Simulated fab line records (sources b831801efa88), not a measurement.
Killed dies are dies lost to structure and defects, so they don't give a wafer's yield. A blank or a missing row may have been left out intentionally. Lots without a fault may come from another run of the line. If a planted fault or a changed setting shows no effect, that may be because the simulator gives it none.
What tool caused it? | flow gf180mcu | 24 lots with 72 wafers sampled at 6 steps, on a route of 602 steps

## WHAT THE GAUGES SHOWED, per wafer
GF_SAB_THK_MEAS_01.
lot  | measured     | on            | SAB_CVD_00_THK (nm)
L074 | day 14 02:47 | film metro-01 | 49.5 49.8 49.7
L075 | day 14 11:13 | film metro-01 | 49.7 50.9 50.8
L076 | day 14 18:12 | film metro-01 | 50.2 49.7 50.4
L077 | day 15 04:29 | film metro-02 | 48.7 50.2 50.6
L078 | day 15 12:05 | film metro-02 | 49.1 48.7 50.6
L079 | day 15 23:28 | film metro-02 | 50.1 49.9 50.6
L080 | day 16 08:12 | film metro-01 | 50.2 50.3 50.3
L081 | day 16 18:51 | film metro-02 | 48.9 50.0 51.0
L083 | day 17 05:14 | film metro-02 | 49.7 50.9 50.2
L082 | day 17 09:14 | film metro-02 | 48.9 50.4 50.1
L084 | day 18 04:47 | film metro-01 | 49.1 50.8 49.8
L085 | day 18 16:36 | film metro-02 | 49.2 48.8 50.2
L086 | day 18 19:19 | film metro-04 | 50.1 50.9 50.9
L087 | day 19 03:08 | film metro-02 | 48.1 49.4 49.3
L088 | day 19 11:10 | film metro-04 | 50.3 50.4 49.8
L089 | day 20 00:39 | film metro-01 | 49.6 49.5 50.5
L090 | day 20 04:51 | film metro-01 | 48.6 50.0 49.8
L091 | day 20 05:02 | film metro-01 | 49.8 50.2 50.6
L092 | day 20 17:01 | film metro-04 | 49.8 50.9 50.7
L093 | day 20 19:26 | film metro-04 | 49.4 49.9 49.5
L094 | day 21 13:50 | film metro-01 | 50.4 51.4 51.2
L095 | day 21 15:21 | film metro-04 | 48.9 51.5 50.2
L096 | day 21 20:51 | film metro-01 | 49.9 50.7 49.9
L097 | day 22 06:57 | film metro-02 | 49.2 49.6 49.9

GF_V1_THK_MEAS_03.
lot  | measured     | on            | V1_CVD_02_THK (nm)
L074 | day 16 23:59 | film metro-01 | 838 852 855
L075 | day 17 07:46 | film metro-01 | 854 869 874
L076 | day 17 15:20 | film metro-04 | 860 842 856
L077 | day 18 04:10 | film metro-01 | 844 883 867
L078 | day 18 11:46 | film metro-04 | 865 870 875
L079 | day 19 01:07 | film metro-02 | 840 848 836
L080 | day 19 08:59 | film metro-04 | 840 846 860
L081 | day 19 21:41 | film metro-01 | 842 859 871
L083 | day 20 08:23 | film metro-04 | 849 860 872
L082 | day 20 13:51 | film metro-02 | 854 891 877
L084 | day 21 08:39 | film metro-04 | 862 864 869
L085 | day 21 19:39 | film metro-01 | 847 847 858
L086 | day 21 22:58 | film metro-02 | 874 868 893
L087 | day 22 06:44 | film metro-02 | 860 852 859
L088 | day 22 15:25 | film metro-02 | 856 859 842
L089 | day 23 03:26 | film metro-02 | 842 841 850
L090 | day 23 07:45 | film metro-02 | 849 858 869
L091 | day 23 08:29 | film metro-04 | 850 857 855
L092 | day 23 18:59 | film metro-01 | 858 851 846
L093 | day 23 21:00 | film metro-01 | 856 854 851
L094 | day 24 14:43 | film metro-04 | 858 866 865
L095 | day 24 15:20 | film metro-01 | 854 857 863
L096 | day 24 20:26 | film metro-02 | 838 852 852
L097 | day 25 05:17 | film metro-01 | 857 868 882

GF_M3_CD_MEAS_14 targets a cd of 280 nm.
lot  | measured     | on        | cd nm (nm)
L074 | day 21 05:05 | cd sem-01 | 278.9 279.4 279.8
L075 | day 21 13:22 | cd sem-01 | 280.2 280.1 279.0
L076 | day 21 20:07 | cd sem-01 | 278.7 280.1 279.6
L077 | day 22 08:19 | cd sem-02 | 280.5 280.9 279.3
L078 | day 22 17:23 | cd sem-02 | 278.3 280.3 278.8
L079 | day 23 05:05 | cd sem-01 | 279.4 278.1 278.2
L080 | day 23 14:08 | cd sem-02 | 280.4 279.5 280.0
L081 | day 24 01:26 | cd sem-01 | 279.7 279.9 279.3
L083 | day 24 11:05 | cd sem-02 | 281.5 280.7 280.3
L082 | day 24 15:24 | cd sem-02 | 278.8 280.8 280.2
L084 | day 25 09:23 | cd sem-01 | 280.6 279.9 280.5
L085 | day 25 19:26 | cd sem-02 | 281.4 279.6 280.5
L086 | day 25 20:25 | cd sem-01 | 281.2 280.4 280.7
L087 | day 26 04:35 | cd sem-01 | 280.9 280.6 279.7
L088 | day 26 12:38 | cd sem-02 | 280.6 280.6 280.1
L089 | day 26 22:12 | cd sem-01 | 279.1 279.9 278.7
L090 | day 27 03:45 | cd sem-01 | 277.8 278.4 277.9
L091 | day 27 04:18 | cd sem-01 | 282.2 280.3 281.0
L092 | day 27 13:06 | cd sem-02 | 278.7 278.6 278.7
L093 | day 27 15:47 | cd sem-02 | 279.7 278.3 279.5
L094 | day 28 06:11 | cd sem-01 | 278.7 278.2 277.2
L095 | day 28 07:41 | cd sem-01 | 278.6 281.1 278.7
L096 | day 28 12:39 | cd sem-02 | 277.8 279.3 278.5
L097 | day 28 20:18 | cd sem-02 | 280.0 279.6 280.9

## TOOL THAT RAN EACH LOT (tool first, then ch and the chambers of the sampled wafers, then the start)
lot  | GF_V2_SOFTBAKE_10                            | GF_V2_ETCH_17                                 | GF_M3_SPUTTER_01
L074 | litho track-01 ch 0, day 20 04:50 or earlier | rie diel-03 ch 0,1,3, day 20 04:50 or earlier | pvd sputter-02, day 20 04:50
L075 | litho track-02 ch 0, day 20 13:34 or earlier | rie diel-01 ch 0,2, day 20 13:34 or earlier   | pvd sputter-02, day 20 13:34
L076 | litho track-04 ch 0, day 20 20:23 or earlier | rie diel-02 ch 0,1,3, day 20 20:23 or earlier | pvd sputter-02, day 20 20:23
L077 | litho track-01 ch 0, day 21 08:35 or earlier | rie diel-02 ch 2,3, day 21 08:35 or earlier   | pvd sputter-03, day 21 08:35
L078 | litho track-04 ch 0, day 21 17:59 or earlier | rie diel-03 ch 0,1,3, day 21 17:59 or earlier | pvd sputter-04, day 21 17:59
L079 | litho track-02 ch 0, day 22 05:35 or earlier | rie diel-02 ch 0,2,3, day 22 05:35 or earlier | pvd sputter-02, day 22 05:35
L080 | litho track-02 ch 0, day 22 15:38 or earlier | rie diel-02 ch 0,1,3, day 22 15:38 or earlier | pvd sputter-03, day 22 15:38
L081 | litho track-02 ch 0, day 23 02:56 or earlier | rie diel-03 ch 1,3, day 23 02:56 or earlier   | pvd sputter-04, day 23 02:56
L083 | litho track-04 ch 0, day 23 12:32 or earlier | rie diel-03 ch 1,2,3, day 23 12:32 or earlier | pvd sputter-04, day 23 12:32
L082 | litho track-02 ch 0, day 23 17:26 or earlier | rie diel-03 ch 1,2,3, day 23 17:26 or earlier | pvd sputter-03, day 23 17:26
L084 | litho track-01 ch 0, day 24 11:55 or earlier | rie diel-01 ch 0,1,2, day 24 11:55 or earlier | pvd sputter-02, day 24 11:55
L085 | litho track-04 ch 0, day 24 21:11 or earlier | rie diel-02 ch 0,1,2, day 24 21:11 or earlier | pvd sputter-04, day 24 21:11
L086 | litho track-02 ch 0, day 24 23:26 or earlier | rie diel-01 ch 0,3, day 24 23:26 or earlier   | pvd sputter-03, day 24 23:26
L087 | litho track-04 ch 0, day 25 07:50 or earlier | rie diel-03 ch 0,1,2, day 25 07:50 or earlier | pvd sputter-04, day 25 07:50
L088 | litho track-01 ch 0, day 25 15:23 or earlier | rie diel-02 ch 0,1,3, day 25 15:23 or earlier | pvd sputter-04, day 25 15:23
L089 | litho track-04 ch 0, day 26 01:58 or earlier | rie diel-01 ch 0,1,3, day 26 01:58 or earlier | pvd sputter-02, day 26 01:58
L090 | litho track-01 ch 0, day 26 06:32 or earlier | rie diel-01 ch 1,2,3, day 26 06:32 or earlier | pvd sputter-02, day 26 06:32
L091 | litho track-01 ch 0, day 26 07:40 or earlier | rie diel-03 ch 1,3, day 26 07:40 or earlier   | pvd sputter-03, day 26 07:40
L092 | litho track-04 ch 0, day 26 16:29 or earlier | rie diel-03 ch 0,1,2, day 26 16:29 or earlier | pvd sputter-02, day 26 16:29
L093 | litho track-01 ch 0, day 26 19:17 or earlier | rie diel-02 ch 0,1,3, day 26 19:17 or earlier | pvd sputter-03, day 26 19:17
L094 | litho track-04 ch 0, day 27 09:49 or earlier | rie diel-01 ch 0,3, day 27 09:49 or earlier   | pvd sputter-04, day 27 09:49
L095 | litho track-01 ch 0, day 27 11:34 or earlier | rie diel-01 ch 1,2, day 27 11:34 or earlier   | pvd sputter-03, day 27 11:34
L096 | litho track-04 ch 0, day 27 16:45 or earlier | rie diel-01 ch 0,1,2, day 27 16:45 or earlier | pvd sputter-03, day 27 16:45
L097 | litho track-02 ch 0, day 28 01:02 or earlier | rie diel-01 ch 1,2,3, day 28 01:02 or earlier | pvd sputter-02, day 28 01:02
- GF_V2_SOFTBAKE_10: time 62.22 s.
- GF_V2_ETCH_17: etches SiO2 in C4F8/O2/Ar, stops on TiN, target depth 630 nm.
- GF_M3_SPUTTER_01: material TiN, target thk 30 nm, time 25 s.

## AS READ BY THE TOOLS THEMSELVES (means over the sampled wafers that have a number; for cases with no such wafer, the mark the record gives instead)
GF_V2_SOFTBAKE_10.
lot  | tool           | plate sensor t centre C (C) | plate sensor t edge C (C)
L074 | litho track-01 | 131.01                      | 131.21
L075 | litho track-02 | 131.01                      | 131.20
L076 | litho track-04 | 131.02                      | 131.21
L077 | litho track-01 | 131.01                      | 131.21
L078 | litho track-04 | 131.02                      | 131.21
L079 | litho track-02 | 131.01                      | 131.20
L080 | litho track-02 | 131.01                      | 131.21
L081 | litho track-02 | 131.02                      | 131.21
L083 | litho track-04 | 131.02                      | 131.21
L082 | litho track-02 | 131.01                      | 131.20
L084 | litho track-01 | 131.02                      | 131.22
L085 | litho track-04 | 131.01                      | 131.20
L086 | litho track-02 | 131.01                      | 131.21
L087 | litho track-04 | 131.02                      | 131.21
L088 | litho track-01 | 131.02                      | 131.20
L089 | litho track-04 | 131.01                      | 131.20
L090 | litho track-01 | 131.02                      | 131.21
L091 | litho track-01 | 131.02                      | 131.20
L092 | litho track-04 | 131.01                      | 131.20
L093 | litho track-01 | 131.01                      | 131.20
L094 | litho track-04 | 131.02                      | 131.21
L095 | litho track-01 | 131.02                      | 131.21
L096 | litho track-04 | 131.01                      | 131.21
L097 | litho track-02 | 131.01                      | 131.21

GF_V2_ETCH_17.
lot  | tool        | bias w (W) | oes product au (a.u.)
L074 | rie diel-03 | 1203       | 0.858
L075 | rie diel-01 | 1202       | 0.850
L076 | rie diel-02 | 1199       | 0.854
L077 | rie diel-02 | 1202       | 0.852
L078 | rie diel-03 | 1199       | 0.851
L079 | rie diel-02 | 1199       | 0.858
L080 | rie diel-02 | 1200       | 0.858
L081 | rie diel-03 | 1202       | 0.857
L083 | rie diel-03 | 1199       | 0.853
L082 | rie diel-03 | 1202       | 0.857
L084 | rie diel-01 | 1201       | 0.857
L085 | rie diel-02 | 1198       | 0.857
L086 | rie diel-01 | 1199       | 0.852
L087 | rie diel-03 | 1203       | 0.850
L088 | rie diel-02 | 1197       | 0.857
L089 | rie diel-01 | 1202       | 0.857
L090 | rie diel-01 | 1201       | 0.853
L091 | rie diel-03 | 1197       | 0.859
L092 | rie diel-03 | 1199       | 0.855
L093 | rie diel-02 | 1200       | 0.855
L094 | rie diel-01 | 1204       | 0.857
L095 | rie diel-01 | 1203       | 0.859
L096 | rie diel-01 | 1201       | 0.855
L097 | rie diel-01 | 1203       | 0.854

GF_M3_SPUTTER_01.
lot  | tool           | cathode dc power W (W) | throttle valve pct (%)
L074 | pvd sputter-02 | 6500.0                 | 30.8
L075 | pvd sputter-02 | 6500.3                 | 30.1
L076 | pvd sputter-02 | 6499.6                 | 30.6
L077 | pvd sputter-03 | 6500.9                 | 29.6
L078 | pvd sputter-04 | 6500.4                 | 30.6
L079 | pvd sputter-02 | 6499.8                 | 30.8
L080 | pvd sputter-03 | 6498.8                 | 30.1
L081 | pvd sputter-04 | 6500.2                 | 29.7
L083 | pvd sputter-04 | 6499.3                 | 30.4
L082 | pvd sputter-03 | 6499.7                 | 29.9
L084 | pvd sputter-02 | 6500.7                 | 31.2
L085 | pvd sputter-04 | 6499.8                 | 29.8
L086 | pvd sputter-03 | 6500.3                 | 29.5
L087 | pvd sputter-04 | 6500.1                 | 29.9
L088 | pvd sputter-04 | 6500.1                 | 29.8
L089 | pvd sputter-02 | 6500.3                 | 30.9
L090 | pvd sputter-02 | 6499.9                 | 30.7
L091 | pvd sputter-03 | 6499.6                 | 29.3
L092 | pvd sputter-02 | 6499.9                 | 30.5
L093 | pvd sputter-03 | 6499.2                 | 30.1
L094 | pvd sputter-04 | 6499.5                 | 29.6
L095 | pvd sputter-03 | 6500.9                 | 29.9
L096 | pvd sputter-03 | 6500.5                 | 30.1
L097 | pvd sputter-02 | 6499.5                 | 30.6

## THE ANSWER, worked out from the rows above alone
Rule: the lots themselves supply what counts as usual. The widest of any qualifying gaps counts: lots, ordered by their means at a reading, are off when they make up no more than a third of the lots, leave a main group of 4 or more, and stand apart from it by 3 or more times the standard deviation of that group's means. Not used: any main group whose means are identical at the precision the tables above print for the reading. A lot without any number at a reading at which 4 lots or more have one is off too. The other lots that the step has rows for count as sound. Order of review: gauges by route order, followed by the tools' own readings, for which a lot's mean as printed above is used. At the first step where some lot is off, the reading lying furthest off is the one used; lots without a number count as furthest.
Nothing can be told from this: no lot is off at any reading shown.

## WHAT THE SIMULATOR PUT IN
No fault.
